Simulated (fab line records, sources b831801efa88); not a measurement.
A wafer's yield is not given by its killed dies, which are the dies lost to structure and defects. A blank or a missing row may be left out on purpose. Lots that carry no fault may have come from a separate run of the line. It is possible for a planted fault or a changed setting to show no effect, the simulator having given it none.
A struck lot beside a sound one || flow sky130 || 14 steps out of a route of 708
Sound: the wafers L332.2, L332.3, L332.5. Struck: wafers L334.1, L334.3, L334.4. The cause is given at the end.
Per side, at each step with rows, come the tool, then ch with its chambers, and then its first start. Under that, the readings that differ: sound wafers || struck wafers || difference of the means || sigmas: that difference in standard deviations of wafers without a fault.
alike: readings with means less than 2 such deviations apart, plus words and numbers identical on both sides. not compared: withheld readings, readings lacking a value on some wafer, bounds such as >300 that could conceal the same value, and numbers that have no deviation in the record and whose values overlap.
A row with sigmas, a row that says differs or no value, or rows on one side alone: a step with any of these is where the two part. Numbers that don't overlap but have no deviation are shown without sigmas and don't part them. Lack of a reading on every wafer of one side parts them only where that side has two or more wafers.

SKY_METAL1_SPUTTER_01: material TiN, target thk 20 nm, time 16.7 s.
  sound on pvd-sputter-04 at day 33 20:17; struck on pvd-sputter-03 at day 34 08:22
  alike: chamber-pressure-pa, throttle-valve-pct
SKY_METAL1_SPUTTER_02: material AlCu, target thk 250 nm, time 13.3 s.
  sound on pvd-sputter-04 at day 33 20:19; struck on pvd-sputter-03 at day 34 08:23
  alike: chamber-pressure-pa, throttle-valve-pct
SKY_METAL1_SPUTTER_03: material Ti, target thk 5 nm, time 3.3 s.
  sound on pvd-sputter-04 at day 33 20:20; struck on pvd-sputter-03 at day 34 08:25
  alike: chamber-pressure-pa, throttle-valve-pct
SKY_METAL1_SPUTTER_04: material TiN, target thk 70 nm, time 58.3 s.
  sound on pvd-sputter-04 at day 33 20:21; struck on pvd-sputter-03 at day 34 08:26
  alike: chamber-pressure-pa, throttle-valve-pct
SKY_METAL1_RS_MEAS_05: a four-point-probe measurement.
  sound on film-metro-01 at day 33 20:25; struck on film-metro-04 at day 34 08:29
{"reading": "METAL1_ALCU_RS (ohm/sq)", "sound": "0.1290 0.1284 0.1287", "struck": "0.1243 0.1244 0.1260", "difference": -0.0038, "sigmas": -3}
SKY_METAL1_THK_MEAS_06: measures by xrf.
  sound on film-metro-01 at day 33 20:32; struck on film-metro-04 at day 34 08:36
{"reading": "METAL1_ALCU_THK (nm)", "sound": "245 245 245", "struck": "255 253 250", "difference": "+8", "sigmas": "+2"}
then, 6 steps without rows for these wafers: SKY_METAL1_DEHYDRATE_07 (time 60 s); SKY_METAL1_HMDS_08 (prime time 60 s); SKY_METAL1_COAT_09 (resist thk 60 nm); SKY_METAL1_COAT_10 (resist thk 450 nm); SKY_METAL1_SOFTBAKE_11 (time 90 s); SKY_METAL1_EXPOSE_12 (exposes mask MM1, target cd 140 nm).
SKY_METAL1_PEB_13:
  struck on litho-track-02, day 35 10:00; sound on litho-track-03 ch 0, day 34 22:00
{"reading": "exhaust-pa (Pa)", "sound": "45.3 45.1 44.6", "struck": "- - -", "difference": "no value on the struck wafers", "sigmas": ""}
  not compared: chill-plate-temp-C
then, 1 step without rows for these wafers: SKY_METAL1_DEVELOP_14 (develop time 60 s).

== WHERE THEY PART ==
First at SKY_METAL1_RS_MEAS_05; last, within this record, at SKY_METAL1_PEB_13.

WHY: the cause the simulator had injected
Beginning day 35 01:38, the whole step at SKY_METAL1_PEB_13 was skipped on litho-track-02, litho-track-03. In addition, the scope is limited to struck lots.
